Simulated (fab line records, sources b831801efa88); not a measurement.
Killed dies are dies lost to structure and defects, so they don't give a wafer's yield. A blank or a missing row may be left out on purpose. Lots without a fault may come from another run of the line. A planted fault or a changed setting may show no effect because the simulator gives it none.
Problem report in the 8D (eight disciplines) form, filled by code | flow gf180mcu | the parts of the form that need people (team, actions taken, sign-off) are left out

1. THE PROBLEM
cathode_dc_power_W at GF_M4_SPUTTER_03 reads a mean of 3088.4 W on 6 wafers of 2 lots; wafers without a fault read 2999.9 W with a standard deviation of 0.53. That is +99 or more standard deviations from the usual mean.
The step: material Ti, target thk 10 nm, time 6.7 s.
First seen on wafer L753.2, day 27 01:05, on pvd_sputter-04. The record holds 18 wafers of 6 lots with a number at this step. Rule for "out", or "out of limits": more than 4 standard deviations from the usual mean. The other wafers with a number count as sound.

2. WHAT IT IS AND WHAT IT IS NOT
question                    | is                     | is not
which readings at this step | cathode_dc_power_W     | throttle_valve_pct
which lots                  | L753, L754             | L739, L743, L757, L758
which wafers of those lots  | all that have a number | -
read on which tools         | pvd_sputter-04         | pvd_sputter-02
when                        | from day 27 01:05      | up to then (6 sound wafers); but 6 sound wafers of L757, L758 came after

3. SUSPECTS, AND WHAT RULES EACH OUT
Counting: a tool at a process step up to the reading stays a suspect if it ran every lot that is out and no sound lot after the first of them.
- pvd_sputter-01 at GF_V3_SPUTTER_21 (material Ti, target thk 15 nm, time 80.02 s): kept. It ran every lot that is out, first L753 (day 27 00:14), and no sound lot after that; its last sound lot up to then is L743 (day 24 03:07).
- pvd_sputter-01 at GF_V3_SPUTTER_22 (material TiN, target thk 10 nm, time 40 s): kept. It ran every lot that is out, first L753 (day 27 00:18), and no sound lot after that; its last sound lot up to then is L743 (day 24 03:10).
- cmp-01 at GF_V3_CMP_26 (polishes, stops on SiO2, t overpolish 15 s, target thk 0 nm): ruled out as a lasting fault. Sound lots L757 ran on it after its first lot that is out, L753 (day 27 00:38).
- pvd_sputter-04 at GF_M4_SPUTTER_00 (material Ti, target thk 37.5 nm, time 150 s): kept. It ran every lot that is out, first L753 (day 27 00:56), and no sound lot after that; its last sound lot up to then is L743 (day 24 03:48).
- pvd_sputter-04 at GF_M4_SPUTTER_03 (material Ti, target thk 10 nm, time 6.7 s): kept. It ran every lot that is out, first L753 (day 27 01:05), and no sound lot after that; its last sound lot up to then is L743 (day 24 03:58). Its own readings are out on those wafers: cathode_dc_power_W.
Left after counting: pvd_sputter-01 at GF_V3_SPUTTER_21, pvd_sputter-01 at GF_V3_SPUTTER_22, pvd_sputter-04 at GF_M4_SPUTTER_00, pvd_sputter-04 at GF_M4_SPUTTER_03.

4. THE CAUSE (what the simulator had put in)
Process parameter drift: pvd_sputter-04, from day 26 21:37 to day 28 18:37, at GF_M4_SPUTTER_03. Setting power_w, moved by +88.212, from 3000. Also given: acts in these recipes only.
Counting left 4 suspects, and this tool is among them.

5. THE CHAIN OF EFFECTS, in route order
Each row: a reading whose mean over the struck wafers that have a number lies more than 3 standard deviations from the usual. Only readings for which the record gives a usual standard deviation are gone through. hours: the time from each lot's start at the first step in this table that gives one to its start at this step, as a median over the lots. sigmas: the change in usual standard deviations.
hours | step             | reading            | usual    | on struck wafers | change | sigmas
0     | GF_M4_SPUTTER_03 | cathode_dc_power_W | 2999.9 W | 3088.4           | +88.5  | +99 or more
The process steps in it:
- GF_M4_SPUTTER_03: material Ti, target thk 10 nm, time 6.7 s.

6. WHAT WOULD HAVE CAUGHT IT SOONER
In this record the first reading out of limits was taken at day 27 01:05, 3 hours after the fault began at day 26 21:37.
